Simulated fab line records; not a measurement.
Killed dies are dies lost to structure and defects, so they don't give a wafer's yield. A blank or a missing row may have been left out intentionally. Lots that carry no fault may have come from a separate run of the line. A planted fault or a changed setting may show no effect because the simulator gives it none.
Problem report, 8D (eight disciplines) form, completed by code    flow gf180mcu    the parts of the form that need people (team, actions taken, sign-off) are left out

== 1. THE ISSUE ==
Mean CONTACT_W_RS at GF_CONTACT_RS_MEAS_25: 0.355 ohm/sq over 3 wafers in 2 lots; fault-free wafers: 0.386 ohm/sq, standard deviation 0.0045. Measured from the usual mean, that is -6.9 standard deviations.
The step: measures by four-point-probe.
Seen first at day 21 02:05 on film_metro-03, wafer L243.1. The record holds 38 wafers of 13 lots with a number at this step. Rule for "out", or "out of limits": more than 4 standard deviations from the usual mean. The other wafers with a number count as sound.

== 2. WHAT IT IS, AND WHAT IT ISN'T ==
question                     is                            is not
which readings at this step  CONTACT_W_RS                  -
which lots                   L243, L245                    L231, L232, L234, L235, L236, L238, L239, L240, L251, L252, L253
which wafers of those lots   L243.1, L245.1, L245.4        L243.3, L243.6
read on which gauges         film_metro-03, film_metro-04  film_metro-01
when                         from day 21 02:05             up to then (26 sound wafers); but 9 sound wafers of L251, L252, L253 came after

== 3. SUSPECTS, AND WHAT RULES EACH OUT ==
Counting: any tool at a process step up to the reading remains a suspect provided it ran every lot that is out. Sound lots after the first of them don't rule it out here, since some wafers of a struck lot are sound.
- the gauge at GF_CONTACT_RS_MEAS_25 has been ruled out. Those wafers that are out were read across 2 gauges (film_metro-03, film_metro-04).
- cmp-02 at GF_CONTACT_CMP_04 (polishes SiO2): kept. Every lot that is out went through it, the first being L243 (day 20 00:43); the last sound lot it ran before that was L240 (day 19 02:16).
- pvd_sputter-03 at GF_CONTACT_SPUTTER_22 (material Ti, target thk 15 nm, time 80.02 s): kept. Every lot that is out went through it, the first being L243 (day 21 01:53); the last sound lot it ran before that was L240 (day 20 04:33).
- cvd_w-01 at GF_CONTACT_CVD_24 (deposits W, target thk 300 nm, time 90.339 s): kept. Every lot that is out went through it, the first being L243 (day 21 01:59); the last sound lot it ran before that was L240 (day 20 04:41).
Still standing after the count: cmp-02 at GF_CONTACT_CMP_04, pvd_sputter-03 at GF_CONTACT_SPUTTER_22, cvd_w-01 at GF_CONTACT_CVD_24.

== 4. THE CAUSE (what the simulator had put in) ==
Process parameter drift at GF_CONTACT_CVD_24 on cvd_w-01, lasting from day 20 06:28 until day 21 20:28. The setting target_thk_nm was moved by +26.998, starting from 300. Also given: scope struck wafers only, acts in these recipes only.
After counting, 3 suspects remain, this tool included.

== 5. THE EFFECT CHAIN, in route order ==
Rows list readings where the struck wafers' mean (over those with a number) sits beyond 3 standard deviations from the usual. Scope: only readings with a usual standard deviation given in the record; hours: median across lots of the time from each lot's start at the first step in this table that gives one to its start at this step; sigmas: change in usual standard deviations.
hours  step                    reading        usual         on struck wafers  change  sigmas
0      GF_CONTACT_RS_MEAS_25   CONTACT_W_RS   0.386 ohm/sq  0.355             -0.031  -6.9
0      GF_CONTACT_THK_MEAS_26  CONTACT_W_THK  295 nm        317               +22     +4.7

== 6. WHAT WOULD HAVE CAUGHT IT SOONER ==
In this record the first reading out of limits at a measuring or inspecting step was taken at day 21 02:05, 20 hours after the fault began at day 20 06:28.
Tool readings at GF_CONTACT_CVD_24 with a usual standard deviation given in the record: none out on any struck wafer, hence no alarm at a limit of 4 standard deviations on them.
L245, from the lots that are out (2), started GF_CONTACT_CVD_24 on cvd_w-01 later than day 21 02:05. It would have been spared by a hold on the tool at that moment.
